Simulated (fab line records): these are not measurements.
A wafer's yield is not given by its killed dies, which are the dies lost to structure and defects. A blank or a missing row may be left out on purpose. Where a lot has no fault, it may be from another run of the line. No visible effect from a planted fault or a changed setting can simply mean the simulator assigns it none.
Problem report in the 8D (eight disciplines) form, filled by code :: flow sky130 :: the parts of the form that need people (team, actions taken, sign-off) are left out

1. PROBLEM STATEMENT
Mean CAPM_TIN_RS at SKY_CAPM_RS_MEAS_03: 11.05 ohm/sq over 3 wafers in 2 lots; fault-free wafers: 6.88 ohm/sq, standard deviation 0.082. That is +51 standard deviations from the usual mean.
The step: measures by four-point-probe.
Earliest sighting: wafer L375.1 on film_metro-01 at day 40 07:31. The record holds 30 wafers of 10 lots with a number at this step. The rule behind "out" and "out of limits": a value lying over 4 standard deviations away from the usual mean. All remaining wafers that have a number are taken as sound.

2. WHAT IT IS, AND WHAT IT ISN'T
question: which readings at this step
is: CAPM_TIN_RS
is not: -

question: which lots
is: L375, L376
is not: L363, L366, L367, L381, L382, L383, L384, L385

question: which wafers of those lots
is: L375.1, L375.6, L376.4
is not: L375.4, L376.5, L376.6

question: read on which gauges
is: film_metro-01
is not: film_metro-03, film_metro-04

question: when
is: from day 40 07:31
is not: up to then (10 sound wafers); but 17 sound wafers of L376, L381, L382, L383, L384, L385 came after

3. THE SUSPECTS, EACH WITH WHAT RULES IT OUT
Counting: any tool at a process step up to the reading remains a suspect provided it ran every lot that is out. Sound lots after the first of them don't rule it out here, since some wafers of a struck lot are sound.
- the gauge at SKY_CAPM_RS_MEAS_03 is ruled out. All the wafers that are out were read on film_metro-01, but those of them that SKY_CAPM_METAL_ETCH_13 has rows for are out there too, on other tools.
- pvd_sputter-04 at SKY_METAL2_SPUTTER_03 (material Ti, target thk 5 nm, time 3.3 s): kept. It ran every lot that is out, first L375 (day 38 01:08); its last sound lot up to then is L363 (day 33 16:13).
- pvd_sputter-04 at SKY_CAPM_SPUTTER_02 (material TiN, target thk 200 nm, time 166.7 s): kept. It ran every lot that is out, first L375 (day 40 07:25); its last sound lot up to then is L367 (day 38 00:06).
What counting leaves: pvd_sputter-04 at SKY_METAL2_SPUTTER_03 and pvd_sputter-04 at SKY_CAPM_SPUTTER_02.

4. THE CAUSE (what the simulator had put in)
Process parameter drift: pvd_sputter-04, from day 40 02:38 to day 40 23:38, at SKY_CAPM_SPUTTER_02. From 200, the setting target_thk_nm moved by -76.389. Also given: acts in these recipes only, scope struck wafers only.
Counting leaves 2 suspects; this tool is one of them.

5. THE EFFECT CHAIN, in route order
One row per reading whose mean, taken over the struck wafers that have a number, lies over 3 standard deviations from the usual. Only readings for which the record gives a usual standard deviation are gone through. hours: the time from each lot's start at the first step in this table that gives one to its start at this step, as a median over the lots. sigmas: the change in usual standard deviations.
hours: 0
step: SKY_CAPM_RS_MEAS_03
reading: CAPM_TIN_RS
usual: 6.88 ohm/sq
on struck wafers: 11.05
change: +4.17
sigmas: +51

hours: 0
step: SKY_CAPM_THK_MEAS_04
reading: CAPM_TIN_THK
usual: 199.5 nm
on struck wafers: 126.4
change: -73.1
sigmas: -28

hours: 24
step: SKY_CAPM_METAL_ETCH_13
reading: oes_product_au
usual: 0.944 a.u.
on struck wafers: 0.740
change: -0.204
sigmas: -26

hours: 24
step: SKY_CAPM_METAL_ETCH_13
reading: throttle_valve_pct
usual: 21.900 %
on struck wafers: 22.030
change: +0.130
sigmas: +13
It contains these process steps:
- SKY_CAPM_METAL_ETCH_13: etches TiN in Cl2/BCl3, stops on SiO2, target depth 220 nm, time 62.9 s.
Later steps that measure or inspect, where all struck wafers having a row at the step show a number for every such reading and not one has moved that far: SKY_METAL3_OVL_MEAS_14.

6. WHAT WOULD HAVE CAUGHT IT SOONER
The first out-of-limits reading at a measuring or inspecting step in this record came at day 40 07:31, 5 hours after the fault's start at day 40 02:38.
No tool reading at SKY_CAPM_SPUTTER_02 that has a usual standard deviation in the record was out on any struck wafer, so an alarm limit of 4 standard deviations on those readings would not have fired.
L376, from the lots that are out (2), started SKY_CAPM_SPUTTER_02 on pvd_sputter-04 later than day 40 07:31. Holding the tool at that time would have saved it.
